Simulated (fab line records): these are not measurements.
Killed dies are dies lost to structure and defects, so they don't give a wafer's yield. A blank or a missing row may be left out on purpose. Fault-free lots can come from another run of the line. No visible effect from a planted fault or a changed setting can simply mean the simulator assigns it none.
Struck lot and sound lot, side by side -- flow sky130 -- 37 steps out of a route of 708
Sound: these wafers, L394.4, L394.5, L394.6. The struck wafers were L410.1, L410.2, L410.3. The cause is named last.
At each step with rows: each side's tool, then ch and its chambers, then its first start. Under that, the readings that differ: sound wafers -- struck wafers -- difference of the means -- sigmas: that difference in standard deviations of wafers without a fault.
alike: readings with means less than 2 such deviations apart, plus words and numbers identical on both sides. not compared: withheld readings, readings lacking a value on some wafer, bounds such as >300 that could conceal the same value, and numbers that have no deviation in the record and whose values overlap.
A row with sigmas, a row that says differs or no value, or rows on one side alone: a step with any of these is where the two part. Numbers that don't overlap but have no deviation are shown without sigmas and don't part them. A reading that every wafer of one side lacks parts them only if that side has two wafers or more.

first, 9 steps without rows for these wafers: SKY_VIA2_SPUTTER_20 (material TiN, target thk 20 nm, time 80 s); SKY_VIA2_CVD_21 (deposits W, target thk 420 nm, time 126.4 s); SKY_VIA2_CMP_24 (polishes, stops on SiO2, t overpolish 20 s, target thk 0 nm); SKY_METAL3_SPUTTER_00 (material Ti, target thk 15 nm, time 10 s); SKY_METAL3_SPUTTER_01 (material TiN, target thk 20 nm, time 16.7 s); SKY_METAL3_SPUTTER_02 (material AlCu, target thk 735 nm, time 39.1 s); SKY_METAL3_SPUTTER_03 (material Ti, target thk 5 nm, time 3.3 s); SKY_METAL3_SPUTTER_04 (material TiN, target thk 70 nm, time 58.3 s); SKY_CAPM_CVD_00 (deposits SiO2, target thk 15.5 nm).
SKY_CAPM_SPUTTER_02: material TiN, target thk 200 nm, time 166.7 s.
  struck on pvdSputter-04, day 42 00:46; sound on pvdSputter-04, day 36 21:11
reading,sound,struck,difference,sigmas
susceptorTempC (C),300.15 300.00 299.92,- - -,no value on the struck wafers,
model.TiN_of_CAPM_SPUTTER_02.thkNm (nm),199 199.5 200.9,186.6 186.7 187.1,-13.0,
  alike: throttleValvePct
SKY_CAPM_RS_MEAS_03: uses a four-point probe to measure.
  struck on filmMetro-01, day 42 01:10; sound on filmMetro-04, day 36 21:22
reading,sound,struck,difference,sigmas
CAPM_TIN_RS (ohm/sq),6.95 6.95 6.88,7.43 7.41 7.40,+0.49,+7
  not compared: hold
SKY_CAPM_THK_MEAS_04: measures by xrf.
  struck on filmMetro-01, day 42 04:44; sound on filmMetro-04, day 36 21:27
reading,sound,struck,difference,sigmas
CAPM_TIN_THK (nm),197.0 197.8 199.2,185.0 184.7 185.1,-13.1,-5
  not compared: hold
then, 6 steps without rows for these wafers: SKY_CAPM_HMDS_06 (prime time 60 s); SKY_CAPM_COAT_07 (resist thk 1140 nm); SKY_CAPM_SOFTBAKE_08 (time 60 s); SKY_CAPM_EXPOSE_09 (exposes mask CAPM, target cd 1000 nm); SKY_CAPM_PEB_10; SKY_CAPM_DEVELOP_11 (develop time 60 s).
SKY_CAPM_METAL_ETCH_13: etches TiN in Cl2/BCl3, stops on SiO2, target depth 220 nm, time 62.9 s.
  sound on rieMetal-02 ch 0,1, day 37 23:10; struck on rieMetal-04 ch 0,1, day 42 23:53
reading,sound,struck,difference,sigmas
oesProductAu (a.u.),0.932 0.952 0.943,0.903 0.903 0.901,-0.040,-5
throttleValvePct (%),21.898 21.914 21.902,21.939 21.933 21.914,+0.024,+2
  alike: drypumpMotorCurrentA, heBacksideLeakSccm
  not compared: rfHoursCounterH
then, 16 steps without rows for these wafers: SKY_CAPM_STRIP_14 (strips in O2/N2); SKY_CAPM_STRIP_15 (strips in post etch residue remover, time 1200 s); SKY_CAPM_CLEAN_16 (cleans in IPA, time 180 s); SKY_CAPM_CLEAN_17 (cleans in O3/DIW); SKY_METAL3_DEHYDRATE_05 (time 60 s); SKY_METAL3_HMDS_06 (prime time 60 s); SKY_METAL3_COAT_07 (resist thk 60 nm); SKY_METAL3_COAT_08 (resist thk 1140 nm); SKY_METAL3_SOFTBAKE_09 (time 90 s); SKY_METAL3_EXPOSE_10 (exposes mask MM3, target cd 300 nm); SKY_METAL3_PEB_11; SKY_METAL3_DEVELOP_12 (develop time 60 s); SKY_METAL3_DESCUM_15 (chemistry O2, time 8 s); SKY_METAL3_ETCH_16 (etches BARC in N2/H2, stops on SiO2, time 88.2 s, target depth 60 nm); SKY_METAL3_ETCH_17 (etches SiO2 in C4F8/O2/Ar, stops on TiN, time 3.9 s, target depth 15 nm); SKY_METAL3_METAL_ETCH_18 (etches the open film in Cl2/BCl3, stops on SiO2, target depth 845 nm, time 183.1 s).
SKY_METAL3_STRIP_20: strips in post etch residue remover, time 1200 s.
  sound on wetBench-01 ch 2, day 39 01:54; struck on wetBench-01 ch 1, day 43 23:36
reading,sound,struck,difference,sigmas
model.TiN_of_CAPM_SPUTTER_02.thkNm (nm),198.2 198.6 200.1,185.8 185.9 186.3,-13.0,
  alike: tempC
-- the record jumps here: 6 days lie between the struck wafers' starts before and after (it left off in module METAL3 and takes up again in module PAD_OPEN, whose first step shown is number 708 of the route) --
SKY_PAD_OPEN_PROBE_99:
  struck on prober-02, day 49 23:56; sound on prober-01, day 46 04:48
reading,sound,struck,difference,sigmas
model.etest.capMim.plateOhmSq,6.018 6.027 5.952,6.417 6.383 6.359,+0.387,
model.etest.capMim.leakLog10ACm2,-9.279 -8.969 -8.929,-8.797 -8.724 -8.698,+0.319,
  alike: defectLimitedYield, killed_at_M0_to_M3, killed_at_M4_up, killedAtContacts, killedAtFrontEnd, killedAtOther, killedDies, killedOnRim, killedOpen, killedShort, sort_bin_3_pad_short, sort_bin_5_function, sort_bin_6_memory, sortNPass, sortYieldPct

WHERE THEY PART
Earliest at SKY_CAPM_SPUTTER_02; latest, in this record, at SKY_CAPM_METAL_ETCH_13. Later steps at which nothing parts them and some readings are alike: SKY_METAL3_STRIP_20, SKY_PAD_OPEN_PROBE_99.

WHY: what the simulator had put in
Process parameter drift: pvdSputter-04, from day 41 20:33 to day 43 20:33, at SKY_CAPM_SPUTTER_02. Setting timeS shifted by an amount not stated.
